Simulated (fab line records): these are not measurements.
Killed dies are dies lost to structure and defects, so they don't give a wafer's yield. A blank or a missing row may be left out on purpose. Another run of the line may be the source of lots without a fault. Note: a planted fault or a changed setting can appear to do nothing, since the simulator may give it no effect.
Matching of chambers / flow sky130 / SKY_CONTACT_CMP_27 on cmp-02: 4 sister chambers
The step polishes, stops on SiO2, t overpolish 15 s, target thk 0 nm. 4 wafers are shown with their chamber, then 10 later ones without.

WAFERS, EACH WITH ITS CHAMBER
wafer=L729.4; chamber=1; motor-current-A (A)=13.7
wafer=L732.3; chamber=0; motor-current-A (A)=14.5
wafer=L733.1; chamber=3; motor-current-A (A)=10.2
wafer=L733.2; chamber=2; motor-current-A (A)=10.3

WAFERS WITHOUT THEIR CHAMBER
wafer=L733.5; motor-current-A (A)=14.3
wafer=L735.1; motor-current-A (A)=10.5
wafer=L735.3; motor-current-A (A)=13.7
wafer=L735.4; motor-current-A (A)=10.3
wafer=L738.1; motor-current-A (A)=9.7
wafer=L738.3; motor-current-A (A)=10.5
wafer=L738.5; motor-current-A (A)=13.4
wafer=L739.2; motor-current-A (A)=10.2
wafer=L739.3; motor-current-A (A)=12.7
wafer=L739.6; motor-current-A (A)=13.7

WHICH CHAMBER EACH ONE RAN IN
wafer=L733.5; from the rows above=can't be placed: 0 or 1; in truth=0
wafer=L735.1; from the rows above=can't be placed: 2 or 3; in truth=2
wafer=L735.3; from the rows above=1; in truth=1
wafer=L735.4; from the rows above=can't be placed: 2 or 3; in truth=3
wafer=L738.1; from the rows above=can't be placed: 3 or 2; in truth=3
wafer=L738.3; from the rows above=can't be placed: 2 or 3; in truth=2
wafer=L738.5; from the rows above=1; in truth=1
wafer=L739.2; from the rows above=can't be placed: 3 or 2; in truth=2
wafer=L739.3; from the rows above=1; in truth=1
wafer=L739.6; from the rows above=1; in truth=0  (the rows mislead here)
Correctly placed: 3 of 10. From these rows, 6 cannot be placed; in 6 the true chamber is one of the candidates. Number placed wrongly: 1.
How it was worked out, from the rows above alone: a wafer's distance from a chamber is the root of the sum, over the readings, of the square of ((its reading less the chamber's mean) divided by the reading's scatter). The wafer belongs to the nearest chamber; if the next one is less than 2 further off, it can't be placed. Each chamber's mean is taken over the wafers shown for it. The scatter: with one shown wafer a chamber, the root of the mean of the squares of how far each hidden wafer lies from its nearest shown one.
